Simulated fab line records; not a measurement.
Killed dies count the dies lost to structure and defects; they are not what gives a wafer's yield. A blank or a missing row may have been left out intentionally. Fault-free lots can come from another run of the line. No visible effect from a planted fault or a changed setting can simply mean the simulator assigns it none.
Which tool is to blame? -- flow sky130 -- 24 lots with 72 wafers sampled at 6 steps, on a route of 708 steps

## WHAT EACH GAUGE READ, for each wafer
SKY_METAL1_RS_MEAS_05: measurement is done with a four-point probe.
lot,measured,on,METAL1_ALCU_RS (ohm/sq)
L074,day 31 22:29,film_metro-02,0.1270 0.1269 0.1270
L075,day 32 12:19,film_metro-02,0.1242 0.1259 0.1250
L076,day 33 02:07,film_metro-01,0.1260 0.1276 0.1252
L077,day 33 06:13,film_metro-04,0.1266 0.1261 0.1280
L078,day 33 09:48,film_metro-01,0.1293 0.1292 0.1299
L079,day 34 01:12,film_metro-04,0.1258 0.1273 0.1262
L080,day 34 19:56,film_metro-01,0.1266 0.1265 0.1271
L082,day 34 20:14,film_metro-02,0.1255 0.1250 0.1241
L081,day 35 01:04,film_metro-04,0.1264 0.1275 0.1273
L083,day 35 06:13,film_metro-01,0.1270 0.1265 0.1272
L084,day 35 17:22,film_metro-01,0.1251 0.1260 0.1250
L086,day 35 19:31,film_metro-01,0.1269 0.1262 0.1272
L087,day 35 21:45,film_metro-04,0.1266 0.1255 0.1251
L085,day 35 22:14,film_metro-02,0.1277 0.1274 0.1270
L088,day 36 08:28,film_metro-02,0.1250 0.1238 0.1251
L089,day 36 17:08,film_metro-04,0.1251 0.1257 0.1261
L090,day 36 18:03,film_metro-04,0.1265 0.1282 0.1264
L091,day 37 10:25,film_metro-02,0.1248 0.1258 0.1251
L092,day 37 18:31,film_metro-02,0.1260 0.1252 0.1259
L094,day 37 21:11,film_metro-02,0.1272 0.1275 0.1277
L093,day 37 23:12,film_metro-04,0.1264 0.1272 0.1272
L095,day 38 10:25,film_metro-04,0.1271 0.1290 0.1286
L096,day 38 21:38,film_metro-01,0.1277 0.1261 0.1252
L097,day 38 20:20,film_metro-04,0.1254 0.1270 0.1254

SKY_METAL1_THK_MEAS_06: measures by xrf.
lot,measured,on,METAL1_ALCU_THK (nm)
L074,day 31 22:35,film_metro-02,248.7 248.4 250.6
L075,day 32 12:26,film_metro-02,254.8 252.0 253.4
L076,day 33 02:14,film_metro-01,251.4 247.2 251.5
L077,day 33 06:18,film_metro-04,248.5 248.7 245.1
L078,day 33 09:55,film_metro-01,243.5 246.3 244.3
L079,day 34 01:19,film_metro-04,250.6 247.6 249.5
L080,day 34 20:02,film_metro-01,247.4 248.0 247.4
L082,day 34 20:21,film_metro-02,252.1 253.1 254.5
L081,day 35 01:10,film_metro-04,250.1 247.3 247.0
L083,day 35 06:20,film_metro-01,249.5 246.4 247.1
L084,day 35 17:29,film_metro-01,251.9 250.5 253.5
L086,day 35 19:37,film_metro-01,248.5 248.5 247.3
L087,day 35 21:52,film_metro-04,247.5 249.9 250.9
L085,day 35 22:20,film_metro-02,247.9 247.9 248.8
L088,day 36 08:35,film_metro-02,254.8 253.8 252.4
L089,day 36 17:14,film_metro-04,249.4 249.5 249.3
L090,day 36 18:09,film_metro-04,248.3 245.4 247.9
L091,day 37 10:31,film_metro-02,253.0 250.8 252.8
L092,day 37 18:37,film_metro-02,250.0 250.0 248.5
L094,day 37 21:18,film_metro-02,248.0 246.3 246.9
L093,day 37 23:19,film_metro-04,250.6 249.1 248.1
L095,day 38 10:32,film_metro-04,245.8 243.0 244.5
L096,day 38 21:45,film_metro-01,248.1 249.4 251.2
L097,day 38 20:27,film_metro-04,251.3 246.5 249.5

SKY_METAL1_OVL_MEAS_16.
lot,measured,on,METAL1_OVL (nm)
L074,day 33 01:48,overlay-02,7 3 4
L075,day 33 15:39,overlay-01,10 7 15
L076,day 34 05:08,overlay-02,2 11 3
L077,day 34 09:12,overlay-01,3 15 5
L078,day 34 12:15,overlay-02,3 -2 -11
L079,day 35 03:53,overlay-01,6 6 4
L080,day 35 22:27,overlay-01,-1 4 9
L082,day 35 22:27,overlay-02,15 23 8
L081,day 36 03:40,overlay-02,4 0 6
L083,day 36 08:30,overlay-01,10 1 8
L084,day 36 19:36,overlay-01,11 11 13
L086,day 36 21:17,overlay-02,9 2 7
L087,day 36 23:11,overlay-01,7 10 7
L085,day 36 23:54,overlay-02,14 19 14
L088,day 37 10:12,overlay-02,4 10 7
L089,day 37 19:07,overlay-02,3 6 12
L090,day 37 20:14,overlay-01,6 11 2
L091,day 38 11:48,overlay-01,4 -5 2
L092,day 38 20:16,overlay-02,12 12 5
L094,day 38 22:41,overlay-01,10 6 4
L093,day 39 00:20,overlay-02,-1 -5 -3
L095,day 39 11:26,overlay-01,14 6 1
L096,day 39 22:59,overlay-01,0 4 0
L097,day 39 20:56,overlay-01,11 20 7

SKY_VIA1_OVL_MEAS_13.
lot,measured,on,VIA1_OVL (nm)
L074,day 34 06:27,overlay-01,0 2 -3
L075,day 34 20:00,overlay-02,0 -6 -3
L076,day 35 09:47,overlay-01,3 4 -3
L077,day 35 13:10,overlay-01,-2 -8 -2
L078,day 35 15:40,overlay-02,1 -3 -3
L079,day 36 07:29,overlay-02,-8 -7 -2
L080,day 37 01:29,overlay-02,3 0 0
L082,day 37 02:24,overlay-02,-6 -4 3
L081,day 37 06:59,overlay-01,4 -3 3
L083,day 37 12:37,overlay-01,4 -3 1
L084,day 37 22:43,overlay-01,-3 -10 -10
L086,day 38 00:50,overlay-02,12 7 7
L087,day 38 02:36,overlay-01,-1 -2 -6
L085,day 38 03:35,overlay-01,-6 0 2
L088,day 38 12:51,overlay-02,-12 -11 -9
L089,day 38 22:08,overlay-01,-9 -5 -11
L090,day 38 22:47,overlay-02,-9 -9 -7
L091,day 39 14:13,overlay-02,7 -2 3
L092,day 39 22:01,overlay-02,-6 0 -6
L094,day 40 00:50,overlay-01,4 8 7
L093,day 40 02:29,overlay-02,2 -4 -9
L095,day 40 13:11,overlay-01,14 15 15
L096,day 41 00:50,overlay-02,0 4 4
L097,day 40 22:39,overlay-01,-1 -4 -6

## TOOL THAT RAN EACH LOT (tool first, then ch and the chambers of the sampled wafers, then the start)
lot,SKY_CONTACT_ETCH_16,SKY_CONTACT_CVD_24
L074,"rie_diel-02 ch 0,1,2, day 31 20:30","cvd_w-01 ch 0,1, day 31 21:44"
L075,"rie_diel-02 ch 0,3, day 32 10:38","cvd_w-02 ch 1, day 32 11:28"
L076,"rie_diel-01 ch 0,1,3, day 33 00:35","cvd_w-02 ch 0, day 33 01:24"
L077,"rie_diel-03 ch 1,2, day 33 04:38","cvd_w-02 ch 0,1, day 33 05:28"
L078,"rie_diel-02 ch 0,1,2, day 33 08:16","cvd_w-02 ch 0,1, day 33 09:03"
L079,"rie_diel-02 ch 1,2, day 33 23:38","cvd_w-01 ch 0,1, day 34 00:27"
L080,"rie_diel-02 ch 0,3, day 34 18:20","cvd_w-02 ch 0,1, day 34 19:11"
L082,"rie_diel-03 ch 0,3, day 34 18:41","cvd_w-01 ch 0,1, day 34 19:30"
L081,"rie_diel-02 ch 1,2,3, day 34 23:28","cvd_w-02 ch 0,1, day 35 00:20"
L083,"rie_diel-01 ch 0,1,2, day 35 04:38","cvd_w-01 ch 0,1, day 35 05:28"
L084,"rie_diel-03 ch 1,2, day 35 15:47","cvd_w-02 ch 0,1, day 35 16:34"
L086,"rie_diel-03 ch 0,1,3, day 35 17:59","cvd_w-02 ch 0,1, day 35 18:46"
L087,"rie_diel-02 ch 0,2,3, day 35 20:14","cvd_w-02 ch 0,1, day 35 21:01"
L085,"rie_diel-01 ch 0,1,3, day 35 20:35","cvd_w-01 ch 0, day 35 21:25"
L088,"rie_diel-01 ch 2,3, day 36 06:52","cvd_w-01 ch 0,1, day 36 07:44"
L089,"rie_diel-01 ch 1,3, day 36 15:32","cvd_w-01 ch 0,1, day 36 16:24"
L090,"rie_diel-02 ch 0,1, day 36 16:29","cvd_w-02 ch 0,1, day 36 17:19"
L091,"rie_diel-03 ch 0,1,3, day 37 08:52","cvd_w-02 ch 0,1, day 37 09:40"
L092,"rie_diel-02 ch 0,1,2, day 37 16:58","cvd_w-01 ch 0,1, day 37 17:47"
L094,"rie_diel-03 ch 0,2,3, day 37 19:40","cvd_w-02 ch 0,1, day 37 20:27"
L093,"rie_diel-03 ch 0,1,2, day 37 21:41","cvd_w-02 ch 0,1, day 37 22:28"
L095,"rie_diel-03 ch 0,2,3, day 38 08:53","cvd_w-02 ch 0,1, day 38 09:40"
L096,"rie_diel-03 ch 0,3, day 38 10:32","cvd_w-01 ch 0,1, day 38 11:19"
L097,"rie_diel-02 ch 0,1, day 38 18:47","cvd_w-02 ch 1, day 38 19:36"
- SKY_CONTACT_ETCH_16: etches BARC in N2/H2, stops on SiO2, time 45.9 s, target depth 60 nm.
- SKY_CONTACT_CVD_24: deposits W, target thk 340 nm, time 102.12 s.

## WHAT THE TOOLS THEMSELVES READ (means of the sampled wafers that have a number; where no wafer has one, the mark that the record gives instead)
SKY_CONTACT_ETCH_16.
lot,tool,bias_w (W),drypump_motor_current_A (A),oes_product_au (a.u.),throttle_valve_pct (%)
L074,rie_diel-02,100.1,5.6,0.856,13.226
L075,rie_diel-02,99.5,5.7,0.852,13.225
L076,rie_diel-01,100.2,5.8,0.852,13.233
L077,rie_diel-03,100.2,5.6,0.854,13.228
L078,rie_diel-02,99.8,5.7,0.856,13.222
L079,rie_diel-02,99.9,5.8,0.850,13.229
L080,rie_diel-02,99.7,5.7,0.857,13.226
L082,rie_diel-03,100.2,5.6,0.857,13.223
L081,rie_diel-02,100.2,6.1,0.852,13.227
L083,rie_diel-01,99.9,5.7,0.853,13.222
L084,rie_diel-03,100.1,5.6,0.857,13.222
L086,rie_diel-03,100.0,5.4,0.853,13.220
L087,rie_diel-02,100.0,5.9,0.853,13.228
L085,rie_diel-01,100.0,5.8,0.851,13.221
L088,rie_diel-01,100.2,5.5,0.847,13.229
L089,rie_diel-01,99.7,6.1,0.855,13.219
L090,rie_diel-02,99.9,5.6,0.854,13.224
L091,rie_diel-03,100.1,5.4,0.854,13.223
L092,rie_diel-02,100.0,5.6,0.854,13.240
L094,rie_diel-03,99.9,5.7,0.852,13.227
L093,rie_diel-03,100.0,5.5,0.852,13.231
L095,rie_diel-03,99.9,5.7,0.856,13.225
L096,rie_diel-03,99.9,5.6,0.856,13.222
L097,rie_diel-02,100.0,5.4,0.858,13.233

SKY_CONTACT_CVD_24.
lot,tool,heater_power_w (W)
L074,cvd_w-01,828
L075,cvd_w-02,748
L076,cvd_w-02,892
L077,cvd_w-02,802
L078,cvd_w-02,810
L079,cvd_w-01,830
L080,cvd_w-02,857
L082,cvd_w-01,811
L081,cvd_w-02,862
L083,cvd_w-01,819
L084,cvd_w-02,811
L086,cvd_w-02,863
L087,cvd_w-02,864
L085,cvd_w-01,852
L088,cvd_w-01,826
L089,cvd_w-01,821
L090,cvd_w-02,872
L091,cvd_w-02,806
L092,cvd_w-01,825
L094,cvd_w-02,811
L093,cvd_w-02,831
L095,cvd_w-02,867
L096,cvd_w-01,802
L097,cvd_w-02,777

## THE ANSWER, worked out from the rows above alone
Rule: usual is defined by the lots themselves. The widest of any qualifying gaps counts: lots, ordered by their means at a reading, are off when they make up no more than a third of the lots, leave a main group of 4 or more, and stand apart from it by 3 or more times the standard deviation of that group's means. A main group is skipped when, at the precision printed for the reading in the tables above, its means are all equal. A lot without any number at a reading at which 4 lots or more have one is off too. The other lots that the step has rows for count as sound. The gauges are gone through in route order, then the tools' own readings, and for those a lot's mean is taken as printed above. The first step at which some lot is off is used, and at that step the reading that is off furthest; a lot without a number counts as furthest.
No lot is off at any reading shown: from this, nothing can be told.

## WHAT THE SIMULATOR HAD INSERTED
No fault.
